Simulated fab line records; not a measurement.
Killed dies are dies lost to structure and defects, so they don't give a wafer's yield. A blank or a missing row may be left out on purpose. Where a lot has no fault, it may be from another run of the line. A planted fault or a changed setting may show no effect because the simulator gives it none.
What tool caused it? / flow gf180mcu / 12 lots, 36 wafers sampled, at 1 step of a route of 602

## WHAT EACH GAUGE READ, for each wafer
GF_VT_IMPLANT_RS_MEAS_46: measurement is done with a four-point probe. Usual: for MVSD_RS the level is 455.8 ohm/sq and the standard deviation is 1.2.
lot=L837; measured=day 8 04:44; on=film metro-04; MVSD_RS (ohm/sq)=456.4 454.7 455.4; flag=
lot=L839; measured=day 8 10:50; on=film metro-02; MVSD_RS (ohm/sq)=458.1 457.7 457.5; flag=
lot=L843; measured=day 9 16:03; on=film metro-02; MVSD_RS (ohm/sq)=455.2 454.1 455.5; flag=
lot=L845; measured=day 9 23:58; on=film metro-02; MVSD_RS (ohm/sq)=456.4 457.7 456.8; flag=
lot=L846; measured=day 10 13:28; on=film metro-04; MVSD_RS (ohm/sq)=456.7 455.4 456.4; flag=
lot=L847; measured=day 10 19:22; on=film metro-02; MVSD_RS (ohm/sq)=454.3 454.3 455.6; flag=
lot=L848; measured=day 10 23:46; on=film metro-02; MVSD_RS (ohm/sq)=456.1 457.1 458.0; flag=
lot=L849; measured=day 11 05:11; on=film metro-02; MVSD_RS (ohm/sq)=456.9 455.1 457.4; flag=
lot=L850; measured=day 11 14:39; on=film metro-04; MVSD_RS (ohm/sq)=456.2 457.0 455.4; flag=
lot=L855; measured=day 12 21:52; on=film metro-03; MVSD_RS (ohm/sq)=455.6 455.6 455.6; flag=
lot=L858; measured=day 13 18:40; on=film metro-04; MVSD_RS (ohm/sq)=453.9 453.8 453.0; flag=
lot=L859; measured=day 14 03:59; on=film metro-03; MVSD_RS (ohm/sq)=457.6 457.1 455.0; flag=

## WHAT TOOL EACH LOT RAN ON (gives the tool, then ch and the chambers of the sampled wafers, and finally the start)
Before these readings, the record contains no process step.

## WHAT THE TOOLS THEMSELVES READ (means of the sampled wafers that have a number; where no wafer has one, the mark that the record gives instead)
The record holds no such reading with a usual standard deviation.

## THE ANSWER, worked out from the rows above alone
Rule: a lot is off if the mean of its wafers that have a number lies more than 3 standard deviations from the usual mean. Also off: a lot with no number at a reading for which 4 or more lots have one. The other lots that the step has rows for count as sound. The gauges are gone through in route order, then the tools' own readings, and for those a lot's mean is taken as printed above. The first step at which some lot is off is used, and at that step the reading that is off furthest; a lot without a number counts as furthest.
No lot is off on any of the readings shown, so nothing can be concluded from this.

## WHAT THE SIMULATOR HAD INSERTED
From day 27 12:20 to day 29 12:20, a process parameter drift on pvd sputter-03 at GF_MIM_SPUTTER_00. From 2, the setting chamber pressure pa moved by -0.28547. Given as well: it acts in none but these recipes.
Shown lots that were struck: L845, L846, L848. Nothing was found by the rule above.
